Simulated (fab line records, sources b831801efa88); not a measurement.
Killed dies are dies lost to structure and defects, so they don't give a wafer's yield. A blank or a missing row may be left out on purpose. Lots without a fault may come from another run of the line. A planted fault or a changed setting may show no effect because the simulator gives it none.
Which tool did it? | flow sky130 | 11 lots, 33 wafers sampled, at 6 steps of a route of 708

WHAT THE GAUGES READ, wafer by wafer
The record holds no reading of a measuring or inspecting step that can be judged against a usual standard deviation.

WHICH TOOL RAN EACH LOT (tool, then ch and the chambers of the sampled wafers, then the start)
lot  | SKY_METAL4_SPUTTER_04        | SKY_CAP2M_METAL_ETCH_13           | SKY_METAL4_ETCH_17                 | SKY_METAL4_METAL_ETCH_18          | SKY_METAL4_STRIP_19                  | SKY_PAD_OPEN_PROBE_99
L141 | pvd_sputter-02, day 40 05:26 | rie_metal-03 ch 0,1, day 41 05:57 | rie_diel-01 ch 2,3, day 42 06:44   | rie_metal-01 ch 0,1, day 42 06:45 | plasma_asher-01 ch 0,1, day 42 06:56 | -
L144 | pvd_sputter-03, day 40 23:20 | rie_metal-01 ch 0,1, day 41 23:13 | rie_diel-01 ch 2,3, day 42 22:56   | rie_metal-03 ch 0,1, day 42 23:01 | plasma_asher-02 ch 0,1, day 42 23:10 | prober-01, day 46 20:08
L143 | pvd_sputter-01, day 41 01:01 | rie_metal-03 ch 0,1, day 42 01:26 | rie_diel-04 ch 1,2,3, day 43 00:57 | rie_metal-02 ch 0,1, day 43 00:58 | plasma_asher-02 ch 0,1, day 43 01:08 | prober-02, day 46 22:32
L151 | pvd_sputter-01, day 43 02:38 | rie_metal-03 ch 0,1, day 44 01:56 | rie_diel-04 ch 0,1,2, day 45 01:05 | rie_metal-01 ch 0,1, day 45 01:06 | plasma_asher-03 ch 0,1, day 45 01:17 | -
L154 | pvd_sputter-02, day 43 19:55 | rie_metal-04 ch 0,1, day 44 19:21 | rie_diel-04 ch 1,2,3, day 45 18:09 | rie_metal-01 ch 0,1, day 45 18:10 | plasma_asher-03 ch 0,1, day 45 18:20 | -
L155 | pvd_sputter-01, day 44 02:26 | rie_metal-04 ch 0,1, day 45 01:08 | rie_diel-01 ch 0,1,2, day 45 23:41 | rie_metal-01 ch 0,1, day 45 23:42 | plasma_asher-01 ch 0,1, day 45 23:53 | -
L159 | pvd_sputter-02, day 45 05:47 | rie_metal-01 ch 0,1, day 46 03:53 | rie_diel-01 ch 0,2,3, day 47 00:50 | rie_metal-02 ch 0,1, day 47 00:51 | plasma_asher-02 ch 0,1, day 47 01:02 | prober-02, day 50 06:37
L158 | pvd_sputter-01, day 45 08:01 | rie_metal-04 ch 0,1, day 46 05:50 | rie_diel-04 ch 2,3, day 47 03:32   | rie_metal-01 ch 1, day 47 03:34   | plasma_asher-03 ch 0, day 47 03:44   | -
L161 | pvd_sputter-03, day 45 10:10 | rie_metal-04 ch 0,1, day 46 07:45 | rie_diel-04 ch 0,3, day 47 05:30   | rie_metal-03 ch 0, day 47 05:31   | plasma_asher-02 ch 0,1, day 47 05:41 | -
L162 | pvd_sputter-03, day 45 18:23 | rie_metal-04 ch 0,1, day 46 15:02 | rie_diel-02 ch 0,1,3, day 47 12:56 | rie_metal-02 ch 0,1, day 47 12:58 | plasma_asher-02 ch 0,1, day 47 13:08 | -
L163 | pvd_sputter-01, day 46 01:53 | rie_metal-01 ch 0,1, day 46 22:26 | rie_diel-01 ch 1,2,3, day 47 19:31 | rie_metal-02 ch 0,1, day 47 19:32 | plasma_asher-02 ch 0,1, day 47 19:43 | -
- SKY_METAL4_SPUTTER_04: material TiN, target thk 70 nm, time 58.3 s.
- SKY_CAP2M_METAL_ETCH_13: etches TiN in Cl2/BCl3, stops on SiO2, target depth 220 nm, time 62.9 s.
- SKY_METAL4_ETCH_17: etches SiO2 in C4F8/O2/Ar, stops on TiN, time 3.9 s, target depth 15 nm.
- SKY_METAL4_METAL_ETCH_18: etches the open film in Cl2/BCl3, stops on SiO2, target depth 845 nm, time 183.1 s.
- SKY_METAL4_STRIP_19: strips in O2/N2.
- SKY_PAD_OPEN_PROBE_99

WHAT THE TOOLS THEMSELVES READ (means of the sampled wafers that have a number; where no wafer has one, the mark that the record gives instead)
SKY_METAL4_SPUTTER_04.
lot  | tool           | throttle_valve_pct (%)
L141 | pvd_sputter-02 | 29.3
L144 | pvd_sputter-03 | 31.3
L143 | pvd_sputter-01 | 29.7
L151 | pvd_sputter-01 | 30.1
L154 | pvd_sputter-02 | 29.2
L155 | pvd_sputter-01 | 29.7
L159 | pvd_sputter-02 | 29.0
L158 | pvd_sputter-01 | 29.0
L161 | pvd_sputter-03 | 31.1
L162 | pvd_sputter-03 | 31.3
L163 | pvd_sputter-01 | 29.5

SKY_CAP2M_METAL_ETCH_13.
lot  | tool         | drypump_motor_current_A (A) | oes_product_au (a.u.) | throttle_valve_pct (%)
L141 | rie_metal-03 | 5.7                         | 0.934                 | 21.920
L144 | rie_metal-01 | 5.4                         | 0.945                 | 21.901
L143 | rie_metal-03 | 5.8                         | 0.933                 | 21.911
L151 | rie_metal-03 | 5.8                         | 0.937                 | 21.907
L154 | rie_metal-04 | 6.1                         | 0.946                 | 21.893
L155 | rie_metal-04 | 6.3                         | 0.936                 | 21.902
L159 | rie_metal-01 | 5.4                         | 0.937                 | 21.906
L158 | rie_metal-04 | 6.3                         | 0.932                 | 21.897
L161 | rie_metal-04 | 6.3                         | 0.942                 | 21.900
L162 | rie_metal-04 | 6.3                         | 0.937                 | 21.900
L163 | rie_metal-01 | 5.4                         | 0.945                 | 21.902

SKY_METAL4_ETCH_17.
lot  | tool        | oes_product_au (a.u.)
L141 | rie_diel-01 | 0.757
L144 | rie_diel-01 | 0.748
L143 | rie_diel-04 | 0.762
L151 | rie_diel-04 | 0.759
L154 | rie_diel-04 | 0.752
L155 | rie_diel-01 | 0.759
L159 | rie_diel-01 | 0.749
L158 | rie_diel-04 | 0.762
L161 | rie_diel-04 | 0.750
L162 | rie_diel-02 | 0.752
L163 | rie_diel-01 | 0.759

SKY_METAL4_METAL_ETCH_18.
lot  | tool         | drypump_motor_current_A (A) | oes_product_au (a.u.) | throttle_valve_pct (%)
L141 | rie_metal-01 | 5.4                         | 0.867                 | 22.262
L144 | rie_metal-03 | 5.8                         | 0.872                 | 22.262
L143 | rie_metal-02 | 5.8                         | 0.864                 | 22.262
L151 | rie_metal-01 | 5.4                         | 0.858                 | 22.266
L154 | rie_metal-01 | 5.1                         | 0.858                 | 22.264
L155 | rie_metal-01 | 5.4                         | 0.864                 | 22.270
L159 | rie_metal-02 | 6.0                         | 0.878                 | 22.267
L158 | rie_metal-01 | 5.7                         | 0.867                 | 22.267
L161 | rie_metal-03 | 5.5                         | 0.873                 | 22.259
L162 | rie_metal-02 | 6.1                         | 0.872                 | 22.259
L163 | rie_metal-02 | 5.8                         | 0.868                 | 22.269

SKY_METAL4_STRIP_19.
lot  | tool            | drypump_motor_current_A (A) | oes_product_au (a.u.) | strip_time_to_endpoint_s (s)
L141 | plasma_asher-01 | 6.52                        | 0.504                 | 6.47
L144 | plasma_asher-02 | 5.98                        | 0.504                 | 6.52
L143 | plasma_asher-02 | 5.99                        | 0.493                 | 6.45
L151 | plasma_asher-03 | 5.78                        | 0.503                 | 6.44
L154 | plasma_asher-03 | 5.72                        | 0.473                 | 5.81
L155 | plasma_asher-01 | 6.31                        | 0.447                 | 5.15
L159 | plasma_asher-02 | 5.89                        | 0.499                 | 6.52
L158 | plasma_asher-03 | 5.82                        | 0.445                 | 5.20
L161 | plasma_asher-02 | 5.89                        | 0.499                 | 6.50
L162 | plasma_asher-02 | 5.90                        | 0.498                 | 6.45
L163 | plasma_asher-02 | 5.90                        | 0.504                 | 6.59

SKY_PAD_OPEN_PROBE_99.
lot  | tool      | defect_limited_yield (%) | killed_at_M0_to_M3 | killed_at_M4_up | killed_at_contacts | killed_at_front_end | killed_at_other | killed_dies | killed_open | killed_short | sort_bin_3_pad_short (%) | sort_bin_5_function (%) | sort_bin_6_memory (%) | sort_n_pass | sort_yield_pct (%)
L144 | prober-01 | 82.0                     | 50                 | 2.3             | 25                 | 12                  | 0.0             | 89          | 48          | 40           | 1.1                      | 10.3                    | 6.6                   | 403         | 82.0
L143 | prober-02 | 83.3                     | 39                 | 2.7             | 22                 | 18                  | 0.0             | 82          | 46          | 36           | 0.9                      | 9.6                     | 6.1                   | 410         | 83.3
L159 | prober-02 | 84.1                     | 42                 | 3.7             | 19                 | 12                  | 0.7             | 78          | 43          | 34           | 0.9                      | 8.6                     | 6.4                   | 414         | 84.1

THE ANSWER, worked out from the rows above alone
Rule: what is usual is taken from the lots themselves. Put in order of their means at a reading, lots are off if they are a third of the lots or fewer, leave a main group of 4 or more, and stand apart from it by a gap of 3 or more times the standard deviation of the main group's means; of several such gaps the widest counts. A main group whose means are all the same, to the digits that the tables above print for the reading, isn't used. A lot without any number at a reading at which 4 lots or more have one is off too. The other lots that the step has rows for count as sound. The gauges are gone through in route order, then the tools' own readings, and for those a lot's mean is taken as printed above. The first step at which some lot is off is used, and at that step the reading that is off furthest; a lot without a number counts as furthest.
Off: L154, L155, L158, at SKY_METAL4_STRIP_19 (strip_time_to_endpoint_s). The main group: mean 6.49 s, standard deviation 0.047.
A tool fits if, at that step or a process step before it, it ran every lot that is off, and no sound lot after the first of them. One fits: rie_metal-01 at SKY_METAL4_METAL_ETCH_18. Its last sound lot is L151 (day 45 01:06), its first lot that is off L154 (day 45 18:10): a fault that began between those two fits.

WHAT THE SIMULATOR HAD PUT IN
Process parameter drift: rie_metal-01, from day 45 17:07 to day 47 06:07, at SKY_METAL4_METAL_ETCH_18. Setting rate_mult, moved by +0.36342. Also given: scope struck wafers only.
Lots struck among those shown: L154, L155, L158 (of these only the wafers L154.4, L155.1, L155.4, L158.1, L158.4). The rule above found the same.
